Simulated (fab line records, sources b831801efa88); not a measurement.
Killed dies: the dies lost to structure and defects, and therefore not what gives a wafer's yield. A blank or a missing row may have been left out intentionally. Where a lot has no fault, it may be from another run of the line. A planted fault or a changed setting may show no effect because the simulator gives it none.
Comparing a struck lot with a sound one || flow sky130 || 36 out of 708 route steps
Sound: these wafers, L459.4, L459.5, L459.6. Wafers struck: L449.2, L449.4, L449.6. At the end, the cause is stated.
Order at every step that has rows: each side's tool, ch and its chambers, its first start. Under that, the readings that differ: sound wafers || struck wafers || difference of the means || sigmas: that difference in standard deviations of wafers without a fault.
alike: a reading whose means differ by less than 2 such deviations, as well as words and numbers matching on both sides. not compared: withheld readings; readings where some wafer has no value; bounds like >300 that might hide an equal value; numbers whose values overlap and for which the record gives no deviation.
The two part at a step that has a row with sigmas, a row that says differs or no value, or rows on one side only. When numbers do not overlap yet have no deviation, they are printed without sigmas and do not part them. Lack of a reading on every wafer of one side parts them only where that side has two or more wafers.

first, 10 steps without rows for these wafers: SKY_METAL4_DEHYDRATE_05 (time 60 s); SKY_METAL4_HMDS_06 (prime time 60 s); SKY_METAL4_COAT_07 (resist thk 60 nm); SKY_METAL4_COAT_08 (resist thk 1140 nm); SKY_METAL4_SOFTBAKE_09 (time 90 s); SKY_METAL4_EXPOSE_10 (exposes mask MM4, target cd 300 nm); SKY_METAL4_PEB_11; SKY_METAL4_DEVELOP_12 (develop time 60 s); SKY_METAL4_DESCUM_15 (chemistry O2, time 8 s); SKY_METAL4_ETCH_16 (etches BARC in N2/H2, stops on SiO2, time 88.2 s, target depth 60 nm).
SKY_METAL4_ETCH_17: etches SiO2 in C4F8/O2/Ar, stops on TiN, time 3.78 s, target depth 15 nm.
  sound on rie-diel-01 ch 0,2,3, day 46 22:51; struck on rie-diel-04 ch 0,3, day 44 23:30
{"reading": "bias-w (W)", "sound": "1201 1201 1209", "struck": "1193 1197 1194", "difference": -9, "sigmas": -2}
  alike: chamber-pressure-mTorr, oes-product-au
  not compared: rf-hours-counter-h
then, 24 steps without rows for these wafers: SKY_METAL4_METAL_ETCH_18 (etches the open film in Cl2/BCl3, stops on SiO2, target depth 845 nm, time 183.1 s); SKY_METAL4_STRIP_19 (strips in O2/N2); SKY_METAL4_STRIP_20 (strips in post etch residue remover, time 1200 s); SKY_METAL4_CLEAN_21 (cleans in IPA, time 180 s); SKY_METAL4_CLEAN_22 (cleans in O3/DIW); SKY_VIA4_HDPCVD_00 (deposits SiO2, target thk 1750 nm, time 291.7 s); SKY_VIA4_CMP_02 (polishes SiO2); SKY_VIA4_DEHYDRATE_04 (time 60 s); SKY_VIA4_HMDS_05 (prime time 60 s); SKY_VIA4_COAT_06 (resist thk 1140 nm); SKY_VIA4_SOFTBAKE_07 (time 62.73 s); SKY_VIA4_EXPOSE_08 (exposes mask VIM4, target cd 800 nm); SKY_VIA4_PEB_09; SKY_VIA4_DEVELOP_10 (develop time 60 s); SKY_VIA4_ETCH_12 (etches SiO2 in C4F8/O2/Ar, stops on TiN, target depth 580 nm); SKY_VIA4_STRIP_13 (strips in O2/N2); SKY_VIA4_STRIP_14 (strips in post etch residue remover, time 1200 s); SKY_VIA4_CLEAN_15 (cleans in IPA, time 180 s); SKY_VIA4_CLEAN_16 (cleans in O3/DIW); SKY_VIA4_SPUTTER_17 (material TiN, target thk 20 nm, time 80 s); SKY_VIA4_CVD_18 (deposits W, target thk 505 nm, time 152.14 s); SKY_VIA4_CMP_21 (polishes, stops on SiO2, t overpolish 25 s, target thk 0 nm); SKY_METAL5_SPUTTER_00 (material Ti, target thk 15 nm, time 10 s); SKY_METAL5_SPUTTER_01 (material TiN, target thk 20 nm, time 16.7 s).
-- the record jumps here: 3 days lie between the struck wafers' starts before and after (it left off in module METAL5 and takes up again in module PAD_OPEN, whose first step shown is number 708 of the route) --
SKY_PAD_OPEN_PROBE_99:
  struck on prober-01, day 48 08:41; sound on prober-01, day 50 07:35
{"reading": "defect-limited-yield (%)", "sound": "81.9 81.9 83.5", "struck": "70.3 69.9 72.0", "difference": -11.7, "sigmas": -7}
{"reading": "killed_at_M4_up", "sound": "3 1 4", "struck": "68 69 61", "difference": "+63", "sigmas": "+35"}
{"reading": "killed-dies", "sound": "89 89 81", "struck": "146 148 138", "difference": "+58", "sigmas": "+7"}
{"reading": "sort_bin_3_pad_short (%)", "sound": "1.2 1.2 0.8", "struck": "3.9 4.3 4.1", "difference": "+3.0", "sigmas": "+8"}
{"reading": "sort_bin_5_function (%)", "sound": "9.6 11.2 9.6", "struck": "19.5 19.9 19.1", "difference": "+9.4", "sigmas": "+6"}
{"reading": "sort-n-pass", "sound": "403 403 411", "struck": "346 344 354", "difference": -58, "sigmas": -7}
{"reading": "sort-yield-pct (%)", "sound": "81.9 81.9 83.5", "struck": "70.3 69.9 72.0", "difference": -11.7, "sigmas": -7}
{"reading": "model.etest.tester.sort-n-pass", "sound": "403 403 411", "struck": "346 344 354", "difference": -58, "sigmas": ""}
{"reading": "model.etest.tester.sort-yield-pct (%)", "sound": "81.91 81.91 83.54", "struck": "70.33 69.92 71.95", "difference": -11.72, "sigmas": ""}
{"reading": "model.etest.tester.sort_bin_5_pct (%)", "sound": "9.553 11.18 9.553", "struck": "19.51 19.92 19.11", "difference": "+9.42", "sigmas": ""}
{"reading": "model.etest.tester.sort_bin_3_pct (%)", "sound": "1.22 1.22 0.813", "struck": "3.862 4.268 4.065", "difference": "+2.981", "sigmas": ""}
  alike: killed_at_M0_to_M3, killed-at-contacts, killed-at-front-end, killed-at-other, killed-open, killed-short, sort_bin_6_memory

== WHERE THEY PART ==
Earliest at SKY_METAL4_ETCH_17; latest, in this record, at SKY_PAD_OPEN_PROBE_99.

WHY: what had been put in by the simulator
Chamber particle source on rie-diel-04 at SKY_METAL4_ETCH_17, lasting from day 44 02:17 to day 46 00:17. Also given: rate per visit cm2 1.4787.
